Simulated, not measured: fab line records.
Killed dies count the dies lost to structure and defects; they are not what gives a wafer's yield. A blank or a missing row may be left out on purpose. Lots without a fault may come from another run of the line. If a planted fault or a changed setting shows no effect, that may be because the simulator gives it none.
Code-filled problem report in 8D (eight disciplines) form / flow gf180mcu / the parts of the form that need people (team, actions taken, sign-off) are left out

== 1. PROBLEM STATEMENT ==
cathode-dc-power-W at GF_V3_SPUTTER_22 reads a mean of 4400.9 W on 6 wafers of 2 lots; wafers without a fault read 4000.0 W with a standard deviation of 0.71. That is +99 or more standard deviations from the usual mean.
The step: material TiN, target thk 10 nm, time 40 s.
First seen on wafer L655.1, day 25 11:32, on pvd-sputter-01. The record has a number at this step for 42 wafers belonging to 14 lots. Rule for "out" (also "out of limits"): further than 4 standard deviations from the usual mean. The rest of the wafers with a number are treated as sound.

== 2. WHAT IT IS, WHAT IT ISN'T ==
question=which readings at this step | is=cathode-dc-power-W | is not=throttle-valve-pct
question=which lots | is=L655, L656 | is not=L646, L647, L648, L650, L651, L652, L662, L663, L664, L666, L667, L668
question=which wafers of those lots | is=all that have a number | is not=-
question=read on which tools | is=pvd-sputter-01 | is not=pvd-sputter-02, pvd-sputter-04
question=when | is=from day 25 11:32 | is not=up to then (18 sound wafers); but 18 sound wafers of L662, L663, L664, L666, L667, L668 came after

== 3. SUSPECTS, AND WHAT RULES EACH OUT ==
Counting: a tool at a process step up to the reading stays a suspect if it ran every lot that is out and no sound lot after the first of them.
- pvd-sputter-01 at GF_V3_SPUTTER_22 (material TiN, target thk 10 nm, time 40 s): ruled out as a lasting fault. Following L655 (day 25 11:32), the first lot on it that is out, the sound lots L668 were run on it.
Left after counting: nothing in the record.

== 4. THE CAUSE (what the simulator had put in) ==
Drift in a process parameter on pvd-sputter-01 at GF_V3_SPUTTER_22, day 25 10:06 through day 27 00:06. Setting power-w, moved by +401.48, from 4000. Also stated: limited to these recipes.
Counting ruled it out, wrongly.

== 5. THE EFFECT CHAIN, in route order ==
One row per reading whose mean, taken over the struck wafers that have a number, lies over 3 standard deviations from the usual. Scope: only readings with a usual standard deviation given in the record; hours: median across lots of the time from each lot's start at the first step in this table that gives one to its start at this step; sigmas: change in usual standard deviations.
hours=0; step=GF_V3_SPUTTER_22; reading=cathode-dc-power-W; usual=4000.0 W; on struck wafers=4400.9; change=+400.9; sigmas=+99 or more
It contains these process steps:
- GF_V3_SPUTTER_22: material TiN, target thk 10 nm, time 40 s.
Later measuring or inspecting steps at which every struck wafer that the step has a row for has a number for every such reading, and none has moved that far: GF_M4_OVL_MEAS_15.

== 6. HOW IT WOULD HAVE BEEN CAUGHT EARLIER ==
In this record the first reading out of limits was taken at day 25 11:32, 1 hour after the fault began at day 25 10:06.
